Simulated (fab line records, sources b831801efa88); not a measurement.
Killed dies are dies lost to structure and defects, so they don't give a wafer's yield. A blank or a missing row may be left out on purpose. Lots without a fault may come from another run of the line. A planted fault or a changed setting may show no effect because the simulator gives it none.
One fault seen from 2 desks | flow gf180mcu | each desk has only its own numbers; what lay behind them comes last

THE METROLOGY DESK
What the gauges read, lot by lot, whatever tool the lot ran on: means of the sampled wafers that have a number. A lot is out of limits, marked OUT, if its mean lies more than 4 standard deviations from the usual mean; the brackets give that distance.
Columns: A = cd_nm at GF_M1_CD_MEAS_14, usual 229.8 nm
lot  | first seen here | A
L387 | day 16 21:04    | 228.4
L388 | day 17 01:37    | 231.0
L390 | day 18 01:11    | 229.8
L396 | day 20 15:15    | 177.8 (-52) OUT
L397 | day 21 02:32    | 212.9 (-17) OUT
L399 | day 21 19:46    | 202.2 (-28) OUT
L401 | day 22 11:58    | 229.0
L405 | day 23 19:52    | 231.6
L406 | day 24 10:10    | 229.7
L407 | day 24 11:28    | 229.3
L408 | day 24 22:35    | 229.6
L409 | day 25 01:53    | 230.8
L410 | day 25 09:29    | 229.3
This desk's finding: out of limits on L396, L397, L399; first on L396, day 20 15:15 (cd_nm at GF_M1_CD_MEAS_14). In limits: L387, L388, L390, L401, L405, L406, L407, L408, L409, L410.

THE TOOL OWNER'S DESK: krf_scanner-02
The tool's own readings at GF_M1_EXPOSE_11 (exposes mask Metal1, target cd 230 nm): means of the sampled wafers that have a number, for each lot that ran on this tool. A lot is out of limits, marked OUT, if its mean lies more than 4 standard deviations from the usual mean; the brackets give that distance.
Columns: A = reticle_temp_C at GF_M1_EXPOSE_11, usual 22.98 C
lot  | first seen here | A
L388 | day 16 14:06    | 23.02
L390 | day 17 13:38    | 23.10
L396 | day 20 03:16    | 22.87
L397 | day 20 15:25    | 22.99
L399 | day 21 08:18    | 23.02
L407 | day 24 00:13    | 22.87
L409 | day 24 15:35    | 23.02
This desk's finding: nothing out of limits on any of the 7 lots.

PUT TOGETHER
The metrology desk could have raised an alarm at day 20 15:15, on L396, L397, L399.
The tool owner's desk saw nothing out of limits.
The tool owner's desk has L396, L397, L399 on record, within its limits.
Of the lots named, all ran GF_M1_EXPOSE_11 on krf_scanner-02.

WHAT THE SIMULATOR HAD PUT IN
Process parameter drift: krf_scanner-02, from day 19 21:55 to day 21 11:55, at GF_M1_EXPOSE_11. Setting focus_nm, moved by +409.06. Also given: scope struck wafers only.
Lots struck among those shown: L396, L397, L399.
Hours from the fault's start to each desk's first reading out of limits: the metrology desk, 17.
